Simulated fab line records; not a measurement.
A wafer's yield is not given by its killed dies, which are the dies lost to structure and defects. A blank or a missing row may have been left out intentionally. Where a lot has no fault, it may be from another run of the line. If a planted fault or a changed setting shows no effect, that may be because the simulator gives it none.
2 desks, one fault	flow sky130	only its own numbers are on each desk; what lay behind them is given at the end

FROM THE METROLOGY DESK
Means of the sampled wafers that have a number, per lot and without regard to the tool the lot ran on: this is what the gauges read. Any lot whose mean is over 4 standard deviations away from the usual mean is out of limits and marked OUT; that distance is given in the brackets.
Columns: A = VIA3_BOW at SKY_VIA3_BOW_MEAS_03, usual 80 um; B = CAP2M_TIN_RS at SKY_CAP2M_RS_MEAS_03, usual 6.95 ohm/sq; C = CAP2M_TIN_THK at SKY_CAP2M_THK_MEAS_04, usual 200.2 nm
lot	first seen here	A	B	C
L117	day 39 05:04	76	6.98	199.3
L119	day 39 22:14	75	6.86	202.4
L120	day 40 10:43	88	6.98	200.4
L122	day 41 01:16	72	6.98	198.7
L124	day 41 11:10	80	6.95	199.0
L125	day 41 16:20	85	6.89	202.2
L127	day 42 06:49	86	6.94	201.7
L130	day 42 19:14	83	6.98	198.1
L135	day 44 09:12	84	7.62 (+10) OUT	182.8 (-7.9) OUT
Per this desk, out of limits: L135; the first was L135, day 45 07:41 (CAP2M_TIN_RS at SKY_CAP2M_RS_MEAS_03). L117, L119, L120, L122, L124, L125, L127, L130 stayed within limits.

THE TOOL OWNER'S DESK: pvd_sputter-04
The tool's own readings at SKY_CAP2M_SPUTTER_02 (material TiN, target thk 200 nm, time 166.7 s): means of the sampled wafers that have a number, for each lot that ran on this tool. Any lot whose mean is over 4 standard deviations away from the usual mean is out of limits and marked OUT; that distance is given in the brackets.
Columns: A = cathode_dc_power_W at SKY_CAP2M_SPUTTER_02, usual 6500.0 W; B = substrate_temp_c at SKY_CAP2M_SPUTTER_02, usual 299.99 C; C = throttle_valve_pct at SKY_CAP2M_SPUTTER_02, usual 30.2 %
lot	first seen here	A	B	C
L120	day 41 13:01	6499.5	300.27	30.4
L122	day 42 02:59	6499.2	299.97	31.2
L124	day 42 12:32	6500.1	299.82	29.9
L127	day 43 06:42	6499.7	299.84	30.3
L130	day 43 19:39	6499.8	300.18	29.3
L135	day 45 07:34	6048.5 (-99 or more) OUT	299.90	31.7
This desk's verdict: out of limits on L135, starting with L135 at day 45 07:34 (cathode_dc_power_W at SKY_CAP2M_SPUTTER_02). L120, L122, L124, L127, L130 stayed within limits.

ALL TOGETHER
At day 45 07:34, on L135, the tool owner's desk was in a position to raise an alarm.
An alarm was possible from the metrology desk at day 45 07:41, on L135.
Every lot named ran SKY_CAP2M_SPUTTER_02 on pvd_sputter-04.

WHAT THE SIMULATOR PUT IN
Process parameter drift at SKY_CAP2M_SPUTTER_02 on pvd_sputter-04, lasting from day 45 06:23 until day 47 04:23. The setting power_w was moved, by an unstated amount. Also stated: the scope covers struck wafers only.
Struck lots among those shown: L135.
Delay (hours) between the fault's onset and each desk's first out-of-limits reading: 1 at the tool owner's desk, 1 at the metrology desk.
